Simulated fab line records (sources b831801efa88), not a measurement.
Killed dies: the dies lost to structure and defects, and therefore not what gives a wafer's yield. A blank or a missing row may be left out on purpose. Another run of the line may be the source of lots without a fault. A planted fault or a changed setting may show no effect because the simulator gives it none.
Matching of chambers | flow gf180mcu | GF_PASSIVATION_ETCH_11 on rie diel-02 has 4 sister chambers
The step etches the open film in CF4/O2, stops on TiN, target depth 2040 nm, time 453.3 s. 4 wafers are shown with their chamber, then 9 later ones without.

EACH WAFER AND ITS CHAMBER
wafer  | chamber | drypump motor current A (A)
L084.1 | 3       | 6.1
L084.4 | 2       | 5.1
L089.1 | 1       | 6.2
L089.6 | 0       | 5.2

WAFERS WHOSE CHAMBER IS MISSING
wafer  | drypump motor current A (A)
L090.1 | 5.1
L090.2 | 6.1
L090.6 | 6.1
L091.1 | 6.1
L091.3 | 6.2
L091.6 | 6.1
L093.2 | 6.1
L093.4 | 5.3
L093.6 | 5.2

THE CHAMBER EACH PASSED THROUGH
wafer  | from the rows above | in truth
L090.1 | 2                   | 2
L090.2 | 3                   | 3
L090.6 | 3                   | 3
L091.1 | 3                   | 3
L091.3 | 1                   | 1
L091.6 | 3                   | 3
L093.2 | 3                   | 3
L093.4 | 0                   | 0
L093.6 | 0                   | 0
Correctly placed: 9 of 9. Number that these rows cannot place: 0. Placed wrongly: 0.
How it was worked out, from the rows above alone: a wafer's distance from a chamber is the root of the sum, over the readings, of the square of ((its reading less the chamber's mean) divided by the reading's scatter). The wafer belongs to the nearest chamber; if the next one is less than 2 further off, it can't be placed. A chamber's mean is the mean of its shown wafers. The scatter: root of mean squared gap, hidden wafer to nearest shown wafer, with one shown wafer a chamber.
